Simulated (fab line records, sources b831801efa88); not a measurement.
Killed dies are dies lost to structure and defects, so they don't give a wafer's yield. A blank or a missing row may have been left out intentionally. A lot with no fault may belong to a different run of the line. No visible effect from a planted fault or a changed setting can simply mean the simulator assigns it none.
fab line records	flow sky130
record lots=6	wafers=18	last-day=50
route steps=708 shown RES_PROTECT@212 POLY_GATE@213 PAD_OPEN@708
lots with no fault: from the same line, run without faults
start-h: hours from the record's opening day to when the first of the lot's shown wafers began	wait-h: hours from the lot's prior step to this one	" as in the row above	L1.1+2: a single row standing in for several wafers	- no value, or no start was given	* or withheld: withheld	< > ~ a bound
route shown NAME@n: a module of which the file shows steps, and the number in the route of the first	usual: mean and standard deviation over wafers with no fault	same: alike in all rows	chamber/n: place in a boat	sites: readings site by site	_std_site: standard deviation of those values	_edge_site: outer sites' mean less inner sites'	radius-mm: how far each site lies from the wafer's centre	mask NAME#n: copy n	behind: the tool/chamber that last shaped the wafer	hold: why the lot was held/for how many hours/how that ended	device: transistor that didn't switch, given as n, p or np	end of line: at the end of the route, the tests of the same wafers	where a step has no rows: the recipe by itself	killed: not the wafer's yield, but the dies lost to structure and defects at the first sort	map: shows each die of a wafer: x if killed, . if not, _ if none is there
set.NAME: the setting the step ran with; set.NAME@STEP: the setting that earlier step ran with	model.NAME: the simulator's own value behind a step, which no gauge read
lots at some steps of the route; a table a step, a row a wafer
services: when a tool's chamber went out of use (start-h, in hours from the record's first day, below 0 if earlier), for how many hours, and the reason
## steps
# step SKY_RES_PROTECT_DEVELOP_06
# recipe resist=NOVOLAK	developer=TMAH	develop-time-s=60	dev-temp-c=23
# step SKY_POLY_GATE_IMPLANT_02
# recipe species=P	energy-kev=30	dose-cm2=7.7e+15	tilt-deg=0
# step SKY_RES_PROTECT_STRIP_07
# recipe chemistry=O2/N2	power-w=1400	pressure-mtorr=1500	platen-temp-c=withheld	o2-flow-sccm=3000	n2-flow-sccm=300	overash-fraction=0.5
# usual drypump-motor-current-A=5.7/0.53	oes-product-au=0.518/0.0044	strip-time-to-endpoint-s=23.30/0.047
lot.wafer	tool	chamber	start-h	wait-h	drypump-motor-current-A	oes-product-au	rf-hours-counter-h	strip-time-to-endpoint-s
L199.3	plasma-asher-02	0	377.90	0.1	5.2	0.523	-	23.34
L199.5	"	0	"	"	5.2	0.525	-	23.38
L199.6	"	1	"	"	5.2	0.522	-	23.35
L208.2	plasma-asher-01	1	450.63	0.1	6.3	0.512	61	23.22
L208.3	"	0	"	"	5.3	0.526	-	23.25
L208.6	"	1	"	"	6.4	0.518	-	23.23
L209.2	plasma-asher-04	0	468.92	0.1	6.4	0.510	4	23.26
L209.3	"	0	"	"	6.4	0.514	-	23.25
L209.6	"	0	"	"	6.4	0.519	-	23.26
L212.3	plasma-asher-01	0	491.02	0.1	5.3	0.524	-	23.29
L212.4	"	1	"	"	6.3	0.514	-	23.30
L212.6	"	1	"	"	6.3	0.517	-	23.30
L214.2	plasma-asher-04	1	498.32	0.1	6.1	0.524	7	23.35
L214.4	"	1	"	"	6.1	0.524	-	23.30
L214.5	"	0	"	"	6.3	0.519	-	23.38
L217.1	plasma-asher-02	0	529.47	0.1	5.2	0.514	41	23.38
L217.5	"	1	"	"	5.2	0.520	-	23.37
L217.6	"	0	"	"	5.2	0.513	-	23.39
# step SKY_RES_PROTECT_TW_MEAS_08
# usual POLY_GATE_TW=4053/29
lot.wafer	tool	chamber	start-h	wait-h	POLY_GATE_TW
L199.3	film-metro-04	-	377.99	0.1	4082
L199.5	"	-	"	"	4089
L199.6	"	-	"	"	4084
L208.2	film-metro-02	-	450.74	0.1	4043
L208.3	"	-	"	"	4010
L208.6	"	-	"	"	4006
L209.2	film-metro-03	-	469.03	0.1	4076
L209.3	"	-	"	"	4077
L209.6	"	-	"	"	4041
L212.3	film-metro-04	-	491.10	0.1	4075
L212.4	"	-	"	"	4084
L212.6	"	-	"	"	4084
L214.2	film-metro-03	-	498.43	0.1	4068
L214.4	"	-	"	"	4067
L214.5	"	-	"	"	4068
L217.1	film-metro-03	-	529.57	0.1	4043
L217.5	"	-	"	"	4039
L217.6	"	-	"	"	4041
# step SKY_RES_PROTECT_CLEAN_09
# recipe chemistry=SC1/SC2	mix=1:4:20	temp-c=70	time-s=150	dry=n2-spin
# step SKY_POLY_GATE_CVD_03
# recipe material=Si3N4	precursor=DCS/NH3	target-thk-nm=75	temp-c=770	time-s=1290	pressure-mtorr=250
# step SKY_POLY_GATE_THK_MEAS_04
# recipe reads=Si3N4_of_POLY_GATE_CVD_03
# usual POLY_GATE_CVD_03_THK=74.6/0.84
lot.wafer	tool	chamber	start-h	wait-h	POLY_GATE_CVD_03_THK[nm]
L199.3	film-metro-02	-	379.46	0.0	75.6
L199.5	"	-	"	"	74.8
L199.6	"	-	"	"	75.6
L208.2	film-metro-02	-	455.78	0.0	73.8
L208.3	"	-	"	"	73.9
L208.6	"	-	"	"	73.6
L209.2	film-metro-01	-	473.45	0.0	74.3
L209.3	"	-	"	"	74.2
L209.6	"	-	"	"	73.9
L212.3	film-metro-04	-	492.62	0.0	74.8
L212.4	"	-	"	"	75.1
L212.6	"	-	"	"	74.8
L214.2	film-metro-04	-	499.90	0.0	73.7
L214.4	"	-	"	"	73.7
L214.5	"	-	"	"	73.5
L217.1	film-metro-02	-	531.04	0.0	76.1
L217.5	"	-	"	"	75.9
L217.6	"	-	"	"	75.9
# step SKY_POLY_GATE_DEHYDRATE_05
# recipe temp-c=200	time-s=60
# step SKY_POLY_GATE_HMDS_06
# recipe prime-time-s=60	prime-temp-c=120
# step SKY_POLY_GATE_COAT_07
# recipe resist=BARC	temp-c=withheld	time-s=withheld	spin-rpm=3000	resist-thk-nm=110
# step SKY_POLY_GATE_COAT_08
# recipe resist=KrF-thick	spin-rpm=3000	resist-thk-nm=450
# step SKY_POLY_GATE_SOFTBAKE_09
# recipe temp-c=100	time-s=90	resist=KrF-thick
# step SKY_POLY_GATE_EXPOSE_10
# recipe mask-id=P1M	na=0.68	source-shape=conventional	sigma-outer=0.6	target-cd-nm=150	dose-mj=28
# usual exposure-dose-mJ-cm2=28.00/0.047
# same sigma-outer=0.6
lot.wafer	tool	chamber	start-h	wait-h	mask	exposure-dose-mJ-cm2
L199.3	krf-scanner-02	0	394.37	-	P1M#0	28.03
L199.5	"	0	"	"	P1M#0	28.04
L199.6	"	0	"	"	P1M#0	27.97
L208.2	krf-scanner-01	0	470.96	-	P1M#0	27.93
L208.3	"	0	"	"	P1M#0	27.94
L208.6	"	0	"	"	P1M#0	27.93
L209.2	krf-scanner-01	0	489.16	-	P1M#0	27.95
L209.3	"	0	"	"	P1M#0	27.97
L209.6	"	0	"	"	P1M#0	27.94
L212.3	krf-scanner-02	0	507.90	-	P1M#0	30.65
L212.4	"	0	"	"	P1M#0	30.65
L212.6	"	0	"	"	P1M#0	30.64
L214.2	krf-scanner-02	0	515.20	-	P1M#0	30.67
L214.4	"	0	"	"	P1M#0	30.62
L214.5	"	0	"	"	P1M#0	30.63
L217.1	krf-scanner-01	0	546.28	-	P1M#0	27.98
L217.5	"	0	"	"	P1M#0	27.95
L217.6	"	0	"	"	P1M#0	27.99
# step SKY_POLY_GATE_PEB_11
# recipe peb-temp-c=withheld	peb-time-s=withheld	resist=KrF-thick
# step SKY_POLY_GATE_DEVELOP_12
# recipe develop-time-s=60	resist=KrF-thick	dev-temp-c=21
# step SKY_POLY_GATE_CD_MEAS_13
# recipe target-cd-nm=150
# usual cd-nm=150.0/1.3
lot.wafer	tool	chamber	start-h	wait-h	cd-nm
L199.3	cd-sem-02	-	408.60	-	147.2
L199.5	"	-	"	"	149.5
L199.6	"	-	"	"	148.5
L208.2	cd-sem-02	-	486.19	-	150.5
L208.3	"	-	"	"	152.9
L208.6	"	-	"	"	151.8
L209.2	cd-sem-01	-	503.99	-	150.6
L209.3	"	-	"	"	150.7
L209.6	"	-	"	"	150.4
L212.3	cd-sem-01	-	523.30	-	136.3
L212.4	"	-	"	"	136.3
L212.6	"	-	"	"	135.8
L214.2	cd-sem-01	-	530.08	-	134.7
L214.4	"	-	"	"	134.9
L214.5	"	-	"	"	136.4
L217.1	cd-sem-02	-	561.33	-	148.6
L217.5	"	-	"	"	147.8
L217.6	"	-	"	"	149.1
# step SKY_POLY_GATE_OVL_MEAS_14
# usual POLY_GATE_OVL=1/5.7
lot.wafer	tool	chamber	start-h	wait-h	POLY_GATE_OVL[nm]
L199.3	overlay-02	-	408.69	0.1	0
L199.5	"	-	"	"	-8
L199.6	"	-	"	"	2
L208.2	overlay-01	-	486.30	0.1	2
L208.3	"	-	"	"	-1
L208.6	"	-	"	"	-4
L209.2	overlay-01	-	504.10	0.1	3
L209.3	"	-	"	"	2
L209.6	"	-	"	"	5
L212.3	overlay-02	-	523.39	0.1	2
L212.4	"	-	"	"	1
L212.6	"	-	"	"	-9
L214.2	overlay-01	-	530.18	0.1	-6
L214.4	"	-	"	"	9
L214.5	"	-	"	"	0
L217.1	overlay-02	-	561.49	0.1	-7
L217.5	"	-	"	"	0
L217.6	"	-	"	"	0
# step SKY_POLY_GATE_ETCH_15
# recipe chemistry=N2/H2	target=BARC	ion-energy-ev=200	source-w=500	bias-w=100	pressure-mtorr=30	n2-flow-sccm=100	h2-flow-sccm=200	stop-on=SiO2	time-s=118.5	target-depth-a=1100
# usual drypump-motor-current-A=5.9/0.36	oes-product-au=0.716/0.0046	throttle-valve-pct=13.213/0.0095
lot.wafer	tool	chamber	start-h	wait-h	drypump-motor-current-A	oes-product-au	rf-hours-counter-h	throttle-valve-pct	model.POLY_GATE.cd-nm
L199.3	rie-diel-01	3	408.71	0.0	5.6	0.710	2	13.215	147.4
L199.5	"	2	"	"	5.9	0.712	-	13.231	146.6
L199.6	"	3	"	"	5.6	0.710	-	13.216	147.7
L208.2	rie-diel-02	1	486.33	0.0	5.5	0.714	48	13.195	150.1
L208.3	"	3	"	"	6.0	0.711	1	13.209	155
L208.6	"	3	"	"	6.0	0.712	-	13.210	152.7
L209.2	rie-diel-03	3	504.13	0.0	6.3	0.716	69	13.229	149.1
L209.3	"	0	"	"	5.8	0.717	44	13.212	145.3
L209.6	"	2	"	"	5.7	0.715	-	13.208	148
L212.3	rie-diel-02	3	523.41	0.0	6.0	0.719	2	13.200	137.8
L212.4	"	2	"	"	6.2	0.705	14	13.216	139.1
L212.6	"	0	"	"	6.2	0.720	-	13.215	134.6
L214.2	rie-diel-03	2	530.21	0.0	5.6	0.721	37	13.214	134.2
L214.4	"	1	"	"	5.3	0.715	13	13.210	135.7
L214.5	"	3	"	"	6.3	0.725	-	13.200	133.8
L217.1	rie-diel-02	2	561.52	0.0	6.2	0.719	15	13.212	152.5
L217.5	"	0	"	"	6.2	0.722	-	13.199	147.8
L217.6	"	1	"	"	5.5	0.711	-	13.207	148.8
# step SKY_POLY_GATE_ETCH_16
# recipe stop-on=poly-Si	chemistry=CH3F/O2	target=Si3N4	source-w=400	bias-w=80	pressure-mtorr=25	ch3f-flow-sccm=40	O2_flow_sccm=30	time-s=147.5	target-depth-a=750
# usual drypump-motor-current-A=5.9/0.36	oes-product-au=0.639/0.0051	throttle-valve-pct=10.535/0.0096
lot.wafer	tool	chamber	start-h	wait-h	drypump-motor-current-A	oes-product-au	rf-hours-counter-h	throttle-valve-pct
L199.3	rie-diel-01	3	408.80	0.0	5.6	0.638	3	10.536
L199.5	"	2	"	"	5.9	0.639	-	10.545
L199.6	"	3	"	"	5.6	0.635	-	10.517
L208.2	rie-diel-02	1	486.41	0.0	5.5	0.634	48	10.525
L208.3	"	3	"	"	6.0	0.636	1	10.534
L208.6	"	3	"	"	6.0	0.630	-	10.536
L209.2	rie-diel-03	3	504.21	0.0	6.3	0.635	69	10.526
L209.3	"	0	"	"	5.9	0.637	44	10.544
L209.6	"	2	"	"	5.6	0.636	-	10.525
L212.3	rie-diel-02	3	523.50	0.0	6.0	0.639	2	10.530
L212.4	"	2	"	"	6.2	0.644	14	10.541
L212.6	"	0	"	"	6.2	0.639	-	10.529
L214.2	rie-diel-03	2	530.30	0.0	5.7	0.637	37	10.532
L214.4	"	1	"	"	5.3	0.637	13	10.527
L214.5	"	3	"	"	6.3	0.636	-	10.527
L217.1	rie-diel-02	2	561.60	0.0	6.2	0.641	15	10.541
L217.5	"	0	"	"	6.2	0.647	-	10.521
L217.6	"	1	"	"	5.5	0.636	-	10.543
# step SKY_POLY_GATE_ETCH_17
# recipe target-depth-nm=180	stop-on=SiO2	over-etch-frac=0.56667	chemistry=HBr/Cl2	target=poly-Si	icp-w=400	bias-w=100	pressure-mtorr=10	HBr_flow_sccm=150	Cl2_flow_sccm=50	time-s=70.5
# usual drypump-motor-current-A=5.8/0.46	oes-product-au=0.984/0.0072	throttle-valve-pct=33.683/0.0089
lot.wafer	tool	chamber	start-h	wait-h	drypump-motor-current-A	oes-product-au	rf-hours-counter-h	throttle-valve-pct	model.POLY_GATE.cd-nm
L199.3	rie-si-01	2	408.90	0.0	6.2	0.987	3	33.665	144.9
L199.5	"	2	"	"	6.2	0.977	-	33.682	144.5
L199.6	"	3	"	"	6.4	0.993	-	33.667	146.3
L208.2	rie-si-01	0	486.51	0.0	5.8	0.974	2	33.679	151.8
L208.3	"	2	"	"	6.2	0.994	3	33.696	152.9
L208.6	"	3	"	"	6.4	0.987	-	33.680	151
L209.2	rie-si-01	2	504.31	0.0	6.2	0.986	3	33.691	145.7
L209.3	"	3	"	"	6.4	0.990	5	33.679	144.4
L209.6	"	1	"	"	5.4	0.974	-	33.701	146.9
L212.3	rie-si-01	3	523.60	0.0	6.4	0.984	5	33.683	138.5
L212.4	"	0	"	"	5.9	0.965	2	33.675	141.9
L212.6	"	0	"	"	5.8	0.975	-	33.680	136.8
L214.2	rie-si-01	1	530.39	0.0	5.4	0.988	3	33.681	133.1
L214.4	"	3	"	"	6.4	0.989	-	33.681	135.8
L214.5	"	1	"	"	5.4	0.983	-	33.673	132.4
L217.1	rie-si-02	0	561.70	0.0	5.4	0.981	8	33.676	152.3
L217.5	"	2	"	"	4.9	0.972	-	33.677	146.8
L217.6	"	1	"	"	5.8	0.986	-	33.678	147.4
# step SKY_POLY_GATE_STRIP_18
# recipe chemistry=O2/N2	power-w=1400	pressure-mtorr=1500	platen-temp-c=withheld	o2-flow-sccm=3000	n2-flow-sccm=300	overash-fraction=0.5
# usual drypump-motor-current-A=6.0/0.44	oes-product-au=0.361/0.0048	strip-time-to-endpoint-s=3.17/0.049
lot.wafer	tool	chamber	start-h	wait-h	drypump-motor-current-A	oes-product-au	rf-hours-counter-h	strip-time-to-endpoint-s
L199.3	plasma-asher-01	1	408.99	0.1	6.3	0.364	-	3.18
L199.5	"	1	"	"	6.4	0.360	-	3.14
L199.6	"	0	"	"	5.2	0.354	-	3.14
L208.2	plasma-asher-01	0	486.56	0.0	5.3	0.375	65	3.24
L208.3	"	0	"	"	5.3	0.364	-	3.13
L208.6	"	0	"	"	5.3	0.355	-	3.12
L209.2	plasma-asher-01	0	504.36	0.0	5.2	0.356	66	3.18
L209.3	"	0	"	"	5.3	0.357	-	3.09
L209.6	"	1	"	"	6.4	0.359	-	3.15
L212.3	plasma-asher-03	1	523.68	0.1	6.1	0.357	-	3.14
L212.4	"	0	"	"	6.1	0.357	-	3.21
L212.6	"	1	"	"	6.0	0.363	-	3.27
L214.2	plasma-asher-01	1	530.45	0.0	6.3	0.364	69	3.14
L214.4	"	1	"	"	6.4	0.356	-	3.08
L214.5	"	0	"	"	5.2	0.368	-	3.18
L217.1	plasma-asher-04	1	561.76	0.0	6.0	0.359	13	3.16
L217.5	"	1	"	"	6.0	0.360	-	3.25
L217.6	"	0	"	"	6.3	0.360	-	3.20
# step SKY_PAD_OPEN_PROBE_99
# usual killed_at_M0_to_M3=43/6.8	killed_at_M4_up=3.2/2	killed-at-contacts=24/5.3	killed-at-front-end=16/4.4	killed-at-other=0.3/0.54	killed-dies=86/9.4	killed-open=48/6.6	killed-short=38/6.5
# same gross-dies=492	killed-at-back-side=0
lot.wafer	tool	chamber	start-h	wait-h	killed_at_M0_to_M3	killed_at_M4_up	killed-at-contacts	killed-at-front-end	killed-at-other	killed-dies	killed-open	killed-short	model.etest.pfet_01v8.r-on-ohm-um	model.etest.pfet-g5v0d10v5.r-on-ohm-um	model.etest.res-poly.line-ohm-um	model.etest.nfet_01v8.r-on-ohm-um	model.etest.nfet-g5v0d10v5.r-on-ohm-um	model.etest.sonos-uncharged.r-on-ohm-um	model.etest.nfet_01v8_lvt.drive-ua-um	model.etest.res-high-po.line-ohm-um
L199.3	prober-02	-	1114.74	0.2	44	1	20	10	0	75	47	28	2934	4785	544.6	808.5	1876	797	584.1	762.3
L199.5	prober-02	-	1114.84	0.2	36	3	26	11	0	76	47	29	2898	4820	554.4	800.5	1910	784.4	597	768.5
L199.6	prober-02	-	1114.89	0.2	38	2	18	14	1	73	33	40	2898	4733	541.9	807.8	1876	800	590.9	772
L208.2	prober-02	-	1164.53	0.1	46	7	20	15	0	88	52	36	2830	4763	507.8	798.6	1863	827.2	605.7	764.1
L208.3	prober-02	-	1164.58	0.2	46	2	22	17	0	87	45	42	2903	4873	492.9	827.7	1874	832.4	580.6	739.7
L208.6	prober-02	-	1164.73	0.2	44	3	17	16	0	80	40	40	2874	4766	517.6	826.2	1865	823.1	576.8	764.1
L209.2	prober-02	-	1174.65	0.1	51	0	14	13	0	78	43	34	2800	4706	550.6	825	1891	807.6	580.7	783.8
L209.3	prober-02	-	1174.70	0.2	51	4	20	16	1	92	46	44	2742	4666	552.1	811.6	1876	799.1	586.2	777.7
L209.6	prober-02	-	1174.85	0.2	43	2	28	11	1	85	49	36	2750	4700	533.1	807.5	1886	812.9	595.4	750.8
L212.3	prober-02	-	1186.94	0.2	39	1	33	9	1	83	57	25	2718	4597	589.7	782.8	1839	778.1	601.1	795.9
L212.4	prober-02	-	1186.99	0.2	45	8	22	13	1	89	52	35	2783	4739	562.3	790	1882	800.1	613.8	749.8
L212.6	prober-02	-	1187.09	0.2	39	3	22	22	0	86	44	41	2699	4706	603.4	789.5	1828	790.5	605.1	787.7
L214.2	prober-02	-	1189.96	0.1	33	5	20	28	1	87	45	37	2716	4644	599.2	776	1857	758.3	599.3	767
L214.4	prober-02	-	1190.06	0.2	34	2	34	17	0	87	56	28	2743	4729	575.1	808.3	1864	771	581.6	758.1
L214.5	prober-02	-	1190.11	0.2	41	2	33	23	0	99	55	40	2668	4695	601.9	780.6	1832	772.5	601.6	747.5
L217.1	prober-02	-	1206.53	0.1	43	0	17	13	0	73	42	31	3002	4789	495.4	827.9	1881	826.8	578.2	744.4
L217.5	prober-02	-	1206.73	0.2	45	3	16	13	0	77	49	28	2917	4744	525.2	822.6	1862	815.7	580.1	748.3
L217.6	prober-02	-	1206.78	0.2	46	5	23	11	0	85	50	34	2978	4834	519.9	825.8	1902	806	581.9	747
# killed by level:class
L199.3 CONTACT:geometric-particle:open=10 VIA2:geometric-particle:open=10 VIA1:geometric-particle:open=9 VIA1:geometric-particle:short=5 METAL3:geometric-particle:short=5 VIA3:geometric-particle:open=5 FIELD_ISO:geometric-particle:open=4 FIELD_ISO:geometric-particle:short=3
L199.5 CONTACT:geometric-particle:open=13 VIA1:geometric-particle:open=11 LOCAL_INTERCONNECT:geometric-particle:short=6 FIELD_ISO:geometric-particle:open=5 LI_CONTACT:geometric-particle:open=5 VIA1:geometric-particle:short=5 VIA2:geometric-particle:open=5 VIA3:geometric-particle:open=4
L199.6 VIA2:geometric-particle:open=9 CONTACT:geometric-particle:open=7 VIA1:geometric-particle:short=7 VIA1:geometric-particle:open=7 FIELD_ISO:geometric-particle:short=5 CONTACT:geometric-particle:short=5 VIA3:geometric-particle:short=4 METAL1:geometric-particle:short=3
L208.2 VIA1:geometric-particle:open=13 CONTACT:geometric-particle:open=9 METAL4:geometric-particle:short=7 VIA2:geometric-particle:open=6 METAL3:geometric-particle:short=6 VIA3:geometric-particle:open=5 FIELD_ISO:geometric-particle:open=4 POLY_GATE:geometric-particle:short=4
L208.3 VIA1:geometric-particle:open=13 LI_CONTACT:geometric-particle:open=8 VIA2:geometric-particle:open=8 CONTACT:geometric-particle:open=8 POLY_GATE:geometric-particle:short=6 METAL1:geometric-particle:short=5 VIA1:geometric-particle:short=5 FIELD_ISO:geometric-particle:short=4
L208.6 METAL2:geometric-particle:short=10 VIA3:geometric-particle:open=8 FIELD_ISO:geometric-particle:short=7 LI_CONTACT:geometric-particle:open=7 VIA2:geometric-particle:open=6 VIA1:geometric-particle:open=5 CONTACT:geometric-particle:short=4 CONTACT:geometric-particle:open=4
L209.2 VIA1:geometric-particle:open=10 VIA3:geometric-particle:open=9 METAL2:geometric-particle:short=7 CONTACT:geometric-particle:open=6 VIA1:geometric-particle:short=6 FIELD_ISO:geometric-particle:open=4 LOCAL_INTERCONNECT:geometric-particle:short=4 METAL1:geometric-particle:short=4
L209.3 VIA1:geometric-particle:open=9 VIA1:geometric-particle:short=7 METAL1:geometric-particle:short=7 FIELD_ISO:geometric-particle:open=6 LI_CONTACT:geometric-particle:open=6 VIA2:geometric-particle:open=5 LOCAL_INTERCONNECT:geometric-particle:short=4 CONTACT:geometric-particle:open=4
L209.6 CONTACT:geometric-particle:open=9 VIA1:geometric-particle:open=9 VIA2:geometric-particle:open=8 LI_CONTACT:geometric-particle:open=7 VIA1:geometric-particle:short=6 FIELD_ISO:geometric-particle:short=5 CONTACT:geometric-particle:short=5 LOCAL_INTERCONNECT:geometric-particle:short=4
L212.3 CONTACT:geometric-particle:open=17 VIA1:geometric-particle:open=11 VIA2:geometric-particle:open=8 LI_CONTACT:geometric-particle:open=8 VIA3:geometric-particle:open=6 CONTACT:geometric-particle:short=4 METAL2:geometric-particle:short=4 METAL3:geometric-particle:short=4
L212.4 VIA2:geometric-particle:open=9 VIA1:geometric-particle:open=7 LI_CONTACT:geometric-particle:open=7 CONTACT:geometric-particle:open=7 VIA3:geometric-particle:open=7 VIA3:geometric-particle:short=6 FIELD_ISO:geometric-particle:open=4 POLY_GATE:geometric-particle:short=4
L212.6 CONTACT:geometric-particle:open=12 VIA1:geometric-particle:open=9 METAL2:geometric-particle:short=9 POLY_GATE:geometric-particle:short=7 VIA3:geometric-particle:open=6 FIELD_ISO:geometric-particle:open=4 VIA1:geometric-particle:short=4 METAL1:geometric-particle:short=4
L214.2 CONTACT:geometric-particle:open=13 VIA1:geometric-particle:open=7 VIA3:geometric-particle:open=6 POLY_GATE:geometric-particle:short=5 POLY_GATE:area-expose=5 FIELD_ISO:geometric-particle:open=4 POLY_GATE:geometric-particle:open=4 METAL2:geometric-particle:short=4
L214.4 CONTACT:geometric-particle:open=15 VIA1:geometric-particle:open=10 LI_CONTACT:geometric-particle:open=9 VIA3:geometric-particle:open=7 POLY_GATE:geometric-particle:open=6 CONTACT:geometric-particle:short=5 LI_CONTACT:geometric-particle:short=4 VIA3:geometric-particle:short=4
L214.5 CONTACT:geometric-particle:open=13 VIA1:geometric-particle:open=13 METAL2:geometric-particle:short=9 LI_CONTACT:geometric-particle:open=8 POLY_GATE:geometric-particle:short=5 LOCAL_INTERCONNECT:geometric-particle:short=5 FIELD_ISO:geometric-particle:open=4 SPACER:geometric-particle:open=4
L217.1 VIA2:geometric-particle:open=10 CONTACT:geometric-particle:open=9 VIA1:geometric-particle:open=9 METAL2:geometric-particle:short=7 POLY_GATE:geometric-particle:short=5 VIA1:geometric-particle:short=5 VIA3:geometric-particle:open=4 VIA3:geometric-particle:short=4
L217.5 VIA1:geometric-particle:open=11 VIA2:geometric-particle:open=7 VIA3:geometric-particle:short=6 FIELD_ISO:geometric-particle:open=5 LI_CONTACT:geometric-particle:open=5 VIA1:geometric-particle:short=5 VIA3:geometric-particle:open=5 CONTACT:geometric-particle:short=4
L217.6 CONTACT:geometric-particle:open=12 VIA1:geometric-particle:open=9 VIA1:geometric-particle:short=7 VIA2:geometric-particle:open=7 METAL2:geometric-particle:short=5 LI_CONTACT:geometric-particle:open=4 VIA2:geometric-particle:short=4 VIA3:geometric-particle:open=4
## services
tool	chamber	start-h	hours	kind
krf-scanner-01	-	356.34	0.8	pm
krf-scanner-01	-	361.88	1.0	pm
krf-scanner-01	-	374.10	1.3	pm
rie-diel-03	1	377.61	3.3	repair
rie-diel-03	0	377.92	3.8	repair
rie-diel-02	-	390.62	0.9	repair
rie-diel-03	-	398.11	4.1	repair
krf-scanner-02	-	405.44	0.8	pm
krf-scanner-02	-	413.52	1.0	pm
plasma-asher-04	-	421.25	9.0	pm
rie-diel-03	2	434.79	8.9	repair
krf-scanner-02	-	437.37	1.3	pm
rie-diel-03	0	445.06	4.0	repair
rie-diel-02	1	455.29	2.1	repair
rie-diel-02	2	463.04	19.6	repair
rie-diel-03	2	480.59	5.9	repair
plasma-asher-01	-	482.69	2.3	repair
plasma-asher-04	-	484.92	3.6	repair
rie-diel-03	1	487.39	8.3	repair
rie-diel-03	1	501.60	3.9	repair
krf-scanner-01	-	518.66	1.0	repair
rie-si-01	0	527.09	13.6	repair
rie-diel-02	1	534.29	1.9	repair
rie-si-01	1	542.77	5.7	repair
## key
first-sign step=SKY_POLY_GATE_EXPOSE_10	reading=exposure-dose-mJ-cm2	direction=up	sigmas=56	usual=*	struck=*
effect step=SKY_POLY_GATE_CD_MEAS_13	reading=cd-nm	direction=down	sigmas=11	usual=150.0	struck=135.7
model-effect step=SKY_POLY_GATE_ETCH_15	value=POLY_GATE.cd-nm	without=151	struck=135.9
model-effect step=SKY_POLY_GATE_ETCH_17	value=POLY_GATE.cd-nm	without=151.6	struck=136.4
model-effect step=SKY_PAD_OPEN_PROBE_99	value=etest.pfet_01v8.r-on-ohm-um	without=2949	struck=2721
met-at SKY_POLY_GATE_EXPOSE_10
struck-wafers L212.3,L212.4,L212.6,L214.2,L214.4,L214.5
tester-left-out L212,L214
onset-between 394.37 507.90
fault kind=process-parameter-drift	tool=krf-scanner-02	chamber=-	onset-h=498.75	steps=SKY_POLY_GATE_EXPOSE_10	channel=dose-mj	offset=2.6025	shape=step	acts-in=these-recipes-only	stated=28
# tester-left-out: of these lots the tester's yield and bins aren't shown, on N5 and GAA mostly nor the transistor test; their killed dies are dies lost to structure and defects alone, not to doping, threshold or leakage, so they don't give the yield
